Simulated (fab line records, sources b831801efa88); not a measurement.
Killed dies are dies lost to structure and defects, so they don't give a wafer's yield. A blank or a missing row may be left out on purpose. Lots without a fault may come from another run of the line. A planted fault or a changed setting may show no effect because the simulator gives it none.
Problem report in the 8D (eight disciplines) form, filled by code | flow sky130 | the parts of the form that need people (team, actions taken, sign-off) are left out

1. THE PROBLEM
strip_time_to_endpoint_s at SKY_METAL3_STRIP_19 reads a mean of 7.26 s on 5 wafers of 2 lots; wafers without a fault read 6.49 s with a standard deviation of 0.071. That is +11 standard deviations from the usual mean.
The step: strips in O2/N2.
First seen on wafer L318.3, day 42 17:29, on plasma_asher-03. The record holds 33 wafers of 11 lots with a number at this step. Rule for "out", or "out of limits": more than 4 standard deviations from the usual mean. The other wafers with a number count as sound.

2. WHAT IT IS AND WHAT IT IS NOT
question                    | is                                       | is not
which readings at this step | strip_time_to_endpoint_s, oes_product_au | -
which lots                  | L318, L322                               | L307, L310, L313, L314, L316, L317, L325, L327, L328
which wafers of those lots  | L318.3, L318.5, L322.2, L322.3, L322.6   | L318.1
read on which tools         | plasma_asher-03, plasma_asher-04         | plasma_asher-02
when                        | from day 42 17:29                        | up to then (19 sound wafers); but 9 sound wafers of L325, L327, L328 came after

3. SUSPECTS, AND WHAT RULES EACH OUT
Counting: a tool at a process step up to the reading stays a suspect if it ran every lot that is out. Sound lots after the first of them don't rule it out here, since some wafers of a struck lot are sound.
- pvd_sputter-04 at SKY_METAL3_SPUTTER_01 (material TiN, target thk 20 nm, time 16.7 s): kept. It ran every lot that is out, first L318 (day 40 16:17); its last sound lot up to then is L316 (day 39 23:05).
- rie_metal-04 at SKY_METAL3_METAL_ETCH_18 (etches the open film in Cl2/BCl3, stops on SiO2, target depth 845 nm, time 183.1 s): kept. It ran every lot that is out, first L318 (day 42 17:19); its last sound lot up to then is L317 (day 42 06:58).
- Within rie_metal-04 at SKY_METAL3_METAL_ETCH_18: the wafers that are out ran in chamber 1; their sound lot-mates ran in chamber 0.
Left after counting: pvd_sputter-04 at SKY_METAL3_SPUTTER_01, rie_metal-04 at SKY_METAL3_METAL_ETCH_18.

4. THE CAUSE (what the simulator had put in)
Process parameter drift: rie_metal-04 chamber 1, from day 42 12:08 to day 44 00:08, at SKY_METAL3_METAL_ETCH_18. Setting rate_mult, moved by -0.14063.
Counting left 2 suspects, and this tool is among them.

5. THE CHAIN OF EFFECTS, in route order
Each row: a reading whose mean over the struck wafers that have a number lies more than 3 standard deviations from the usual. Only readings for which the record gives a usual standard deviation are gone through. hours: the time from each lot's start at the first step in this table that gives one to its start at this step, as a median over the lots. sigmas: the change in usual standard deviations.
hours | step                | reading                  | usual      | on struck wafers | change | sigmas
0     | SKY_METAL3_STRIP_19 | oes_product_au           | 0.501 a.u. | 0.536            | +0.035 | +7.0
0     | SKY_METAL3_STRIP_19 | strip_time_to_endpoint_s | 6.49 s     | 7.26             | +0.77  | +11
The process steps in it:
- SKY_METAL3_STRIP_19: strips in O2/N2.

6. WHAT WOULD HAVE CAUGHT IT SOONER
In this record the first reading out of limits was taken at day 42 17:29, 5 hours after the fault began at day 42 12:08.
Of the tool readings at SKY_METAL3_METAL_ETCH_18 for which the record gives a usual standard deviation, none was out on any struck wafer, so an alarm limit of 4 standard deviations on them would not have fired.
Of the lots that are out (2), L322 began SKY_METAL3_METAL_ETCH_18 on rie_metal-04 after day 42 17:29. A hold on the tool at that time would have spared it.
